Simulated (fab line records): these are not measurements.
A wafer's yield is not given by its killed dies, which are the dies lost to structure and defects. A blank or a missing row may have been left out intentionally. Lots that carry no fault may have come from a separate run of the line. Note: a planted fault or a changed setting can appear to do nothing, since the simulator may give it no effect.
Matching of chambers || flow gf180mcu || GF_V5_CVD_02 on pecvd-01: 3 sister chambers
The step deposits SiO2 from TEOS, target thk 1450 nm, time 163.28 s. 6 wafers are shown with their chamber, then 12 later ones without.

## WAFERS, EACH WITH ITS CHAMBER
{"wafer": "L087.5", "chamber": 1, "heater_power_w (W)": 524}
{"wafer": "L089.1", "chamber": 2, "heater_power_w (W)": 629}
{"wafer": "L089.6", "chamber": 0, "heater_power_w (W)": 526}
{"wafer": "L090.1", "chamber": 2, "heater_power_w (W)": 646}
{"wafer": "L090.2", "chamber": 1, "heater_power_w (W)": 644}
{"wafer": "L090.4", "chamber": 0, "heater_power_w (W)": 652}

## WAFERS MISSING THEIR CHAMBER
{"wafer": "L091.1", "heater_power_w (W)": 535}
{"wafer": "L091.2", "heater_power_w (W)": 631}
{"wafer": "L091.4", "heater_power_w (W)": 532}
{"wafer": "L092.2", "heater_power_w (W)": 639}
{"wafer": "L092.4", "heater_power_w (W)": 521}
{"wafer": "L092.5", "heater_power_w (W)": 729}
{"wafer": "L094.1", "heater_power_w (W)": 737}
{"wafer": "L094.2", "heater_power_w (W)": 662}
{"wafer": "L094.3", "heater_power_w (W)": 611}
{"wafer": "L094.4", "heater_power_w (W)": 578}
{"wafer": "L094.5", "heater_power_w (W)": 493}
{"wafer": "L094.6", "heater_power_w (W)": 656}

## THE CHAMBER EACH PASSED THROUGH
{"wafer": "L091.1", "from the rows above": "can't be placed: 1 or 0 or 2", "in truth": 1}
{"wafer": "L091.2", "from the rows above": "can't be placed: 2 or 0 or 1", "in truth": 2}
{"wafer": "L091.4", "from the rows above": "can't be placed: 1 or 0 or 2", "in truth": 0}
{"wafer": "L092.2", "from the rows above": "can't be placed: 2 or 0 or 1", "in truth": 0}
{"wafer": "L092.4", "from the rows above": "can't be placed: 1 or 0 or 2", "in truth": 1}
{"wafer": "L092.5", "from the rows above": "can't be placed: 2 or 0 or 1", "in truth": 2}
{"wafer": "L094.1", "from the rows above": "can't be placed: 2 or 0 or 1", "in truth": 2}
{"wafer": "L094.2", "from the rows above": "can't be placed: 2 or 0 or 1", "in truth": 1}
{"wafer": "L094.3", "from the rows above": "can't be placed: 0 or 2 or 1", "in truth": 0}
{"wafer": "L094.4", "from the rows above": "can't be placed: 1 or 0 or 2", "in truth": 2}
{"wafer": "L094.5", "from the rows above": "can't be placed: 1 or 0 or 2", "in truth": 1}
{"wafer": "L094.6", "from the rows above": "can't be placed: 2 or 0 or 1", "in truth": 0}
Placed correctly: 0 of 12. Cannot be placed on the basis of these rows: 12; the candidates contain the true chamber in 12. Number placed wrongly: 0.
How it was worked out, from the rows above alone: a wafer's distance from a chamber is the root of the sum, over the readings, of the square of ((its reading less the chamber's mean) divided by the reading's scatter). The wafer belongs to the nearest chamber; if the next one is less than 2 further off, it can't be placed. The mean given for a chamber averages the wafers shown for that chamber. The scatter is the square root of a quotient: the sum, over the shown wafers, of each reading's squared deviation from its chamber's mean, divided by wafers minus chambers.
